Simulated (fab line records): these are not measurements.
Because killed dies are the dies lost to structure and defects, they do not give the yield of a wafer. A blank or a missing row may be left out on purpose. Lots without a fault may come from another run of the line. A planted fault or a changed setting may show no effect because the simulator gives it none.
2 desks, one fault | flow sky130 | each desk holds nothing but its own numbers, with what lay behind them at the end

DESK OF THE TOOL OWNER: iline-stepper-01
The tool's own readings at SKY_VT_ADJUST_NCORE_EXPOSE_04 (exposes mask LVTN COMPLEMENT THIN, target cd 380 nm): means of the sampled wafers that have a number, for each lot that ran on this tool. Any lot whose mean is over 4 standard deviations away from the usual mean is out of limits and marked OUT; that distance is given in the brackets.
Columns: A = reticle-temp-C at SKY_VT_ADJUST_NCORE_EXPOSE_04, usual 22.99 C; B = stage-vel-mm-s at SKY_VT_ADJUST_NCORE_EXPOSE_04, usual 499.95 mm/s
lot  | first seen here | A     | B
L358 | day 8 01:53     | 22.97 | 499.89
L371 | day 11 20:31    | 23.06 | 499.81
L375 | day 13 05:41    | 23.09 | 499.95
This desk's verdict: no lot among the 3 shows anything out of limits.

THE METROLOGY DESK
Lot by lot, what the gauges showed, no matter which tool ran the lot: averages of those sampled wafers that carry a number. Any lot whose mean is over 4 standard deviations away from the usual mean is out of limits and marked OUT; that distance is given in the brackets.
Columns: A = VT_ADJUST_LVTN_01_OVL at SKY_VT_ADJUST_LVTN_OVL_MEAS_18, usual -0.1 nm; B = VT_ADJUST_LVTN_2_TW at SKY_VT_ADJUST_LVTN_TW_MEAS_21, usual 187.0
lot  | first seen here | A    | B
L358 | day 7 15:17     | -1.5 | 186.3
L362 | day 8 22:02     | -0.6 | 186.4
L371 | day 11 08:07    | -1.7 | 186.0
L375 | day 12 16:29    | 1.9  | 185.8
L376 | day 12 21:58    | 2.0  | 185.8
L378 | day 13 06:08    | -2.3 | 188.3
This desk's verdict: no lot among the 6 shows anything out of limits.

BROUGHT TOGETHER
The tool owner's desk saw nothing out of limits.
Metrology desk: nothing out of limits seen.

WHAT HAD BEEN PUT IN BY THE SIMULATOR
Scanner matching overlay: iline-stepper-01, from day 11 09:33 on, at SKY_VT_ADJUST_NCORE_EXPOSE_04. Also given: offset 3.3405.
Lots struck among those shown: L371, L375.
